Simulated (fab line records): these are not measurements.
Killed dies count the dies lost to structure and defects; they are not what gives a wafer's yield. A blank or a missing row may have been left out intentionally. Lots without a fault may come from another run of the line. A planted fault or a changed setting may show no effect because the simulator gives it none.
Comparing a struck lot with a sound one + flow sky130 + 17 out of 708 route steps
Sound: the wafers L472.1, L472.5, L472.6. Struck: wafer L474.4; the same lot's L474.2 was not struck, so it is left out; see the end for the cause.
At each step with rows: each side's tool, then ch and its chambers, then its first start. Under that, the readings that differ: sound wafers + struck wafers + difference of the means + sigmas: that difference in standard deviations of wafers without a fault.
alike: same words and numbers on both sides, and readings whose means sit less than 2 such deviations apart. not compared: any withheld reading, any reading some wafer has no value for, any bound like >300 that may hide the same value, and any number with overlapping values for which the record gives no deviation.
The two part at a step that has a row with sigmas, a row that says differs or no value, or rows on one side only. Numbers that have no deviation but don't overlap get no sigmas and don't part them. A reading that every wafer of one side lacks parts them only if that side has two wafers or more.

SKY_LI_CONTACT_CMP_02: polishes PSG.
  sound on cmp-01 ch 0,1, day 30 07:31; struck on cmp-01 ch 3, day 30 19:43
  alike: motor_current_A, time_to_endpoint_s
SKY_LI_CONTACT_BOW_MEAS_03:
  sound: film_metro-02 at day 30 07:49; struck: film_metro-04 at day 30 19:59
  alike: LI_CONTACT_BOW
then, 8 steps without rows for these wafers: SKY_LI_CONTACT_DEHYDRATE_04 (time 60 s); SKY_LI_CONTACT_HMDS_05 (prime time 60 s); SKY_LI_CONTACT_COAT_06 (resist thk 60 nm); SKY_LI_CONTACT_COAT_07 (resist thk 450 nm); SKY_LI_CONTACT_SOFTBAKE_08 (time 90 s); SKY_LI_CONTACT_EXPOSE_09 (exposes mask LICM1, target cd 170 nm); SKY_LI_CONTACT_PEB_10; SKY_LI_CONTACT_DEVELOP_11 (develop time 60 s).
SKY_LI_CONTACT_CD_MEAS_12 targets a cd of 170 nm.
  sound: cd_sem-01 at day 31 11:29; struck: cd_sem-02 at day 31 23:13
  alike: cd_nm
SKY_LI_CONTACT_OVL_MEAS_13:
  sound: overlay-02 at day 31 11:37; struck: overlay-02 at day 31 23:20
  alike: LI_CONTACT_OVL
SKY_LI_CONTACT_ETCH_14: etches BARC in N2/H2, stops on SiO2, time 45.9 s, target depth 60 nm.
  sound on rie_diel-03 ch 0,1, day 31 11:38; struck on rie_diel-04 ch 3, day 31 23:22
| reading                                           | sound                | struck | difference | sigmas |
|---------------------------------------------------|----------------------|--------|------------|--------|
| drypump_motor_current_A (A)                       | 5.1 4.7 5.1          | 6.1    | +1.1       | +2     |
| oes_product_au (a.u.)                             | 0.860 0.856 0.856    | 1.014  | +0.157     | +30    |
| run_length_s (s)                                  | 74.1 74.2 74.0       | 40.0   | -34.1      | -77    |
| throttle_valve_pct (%)                            | 13.230 13.218 13.222 | 13.246 | +0.023     | +3     |
| model.etch.depth_nm (nm)                          | 60.03 59.93 59.81    | 19.78  | -40.14     |        |
| model.KrF-thick_of_LI_CONTACT_COAT_07.thk_nm (nm) | 392.6 392.3 393.2    | 423.4  | +30.7      |        |
| model.LI_CONTACT.cd_nm (nm)                       | 169.5 171.2 170.5    | 165    | -5         |        |
  not compared: rf_hours_counter_h
SKY_LI_CONTACT_ETCH_15: etches PSG in C4F8/O2/Ar, stops on Si, target depth 600 nm.
  sound on rie_diel-03 ch 0,1, day 31 11:41; struck on rie_diel-04 ch 3, day 31 23:24
| reading                                           | sound             | struck | difference | sigmas |
|---------------------------------------------------|-------------------|--------|------------|--------|
| oes_product_au (a.u.)                             | 0.833 0.840 0.841 | 0.827  | -0.011     | -2     |
| model.KrF-thick_of_LI_CONTACT_COAT_07.thk_nm (nm) | 230.7 230.5 231.3 | 262.3  | +31.5      |        |
| model.LI_CONTACT.cd_nm (nm)                       | 170.1 171.4 171.2 | 164.7  | -6.2       |        |
SKY_LI_CONTACT_STRIP_16: strips in O2/N2.
  sound on plasma_asher-03 ch 0,1, day 31 11:46; struck on plasma_asher-02 ch 1, day 31 23:29
| reading                      | sound             | struck | difference | sigmas |
|------------------------------|-------------------|--------|------------|--------|
| oes_product_au (a.u.)        | 0.371 0.374 0.375 | 0.390  | +0.017     | +4     |
| strip_time_to_endpoint_s (s) | 3.485 3.479 3.482 | 3.820  | +0.338     | +11    |
  alike: drypump_motor_current_A
  not compared: rf_hours_counter_h
then, 1 step without rows for these wafers: SKY_LI_CONTACT_CLEAN_17 (cleans in NMP, time 600 s).
-- record jumps: 16 days separate the struck wafers' starts on either side; left off in module LI_CONTACT, taken up again in module PAD_OPEN, whose first shown step is the route's number 708 --
SKY_PAD_OPEN_PROBE_99:
  sound: prober-01 at day 47 13:14; struck: prober-01 at day 47 22:32
| reading            | sound    | struck | difference | sigmas |
|--------------------|----------|--------|------------|--------|
| killed_at_contacts | 30 30 24 | 16     | -12        | -2     |
  alike: killed_at_M0_to_M3, killed_at_M4_up, killed_at_front_end, killed_at_other, killed_dies, killed_open, killed_short
  not compared: model.etest.licon_pdiff.rc_ohm, model.etest.pfet_01v8.r_on_ohm_um, model.etest.pfet_g5v0d10v5.r_on_ohm_um, model.etest.nfet_g5v0d10v5.r_on_ohm_um, model.etest.licon_high_po.rc_ohm, model.etest.nfet_01v8.r_on_ohm_um, model.etest.licon_ndiff.rc_ohm, model.etest.sonos_uncharged.r_on_ohm_um

== WHERE THEY PART ==
First at SKY_LI_CONTACT_ETCH_14; last, within this record, at SKY_PAD_OPEN_PROBE_99.

WHY: the cause the simulator had injected
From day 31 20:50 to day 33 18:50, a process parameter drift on rie_diel-04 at SKY_LI_CONTACT_ETCH_14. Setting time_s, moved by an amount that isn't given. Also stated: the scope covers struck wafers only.
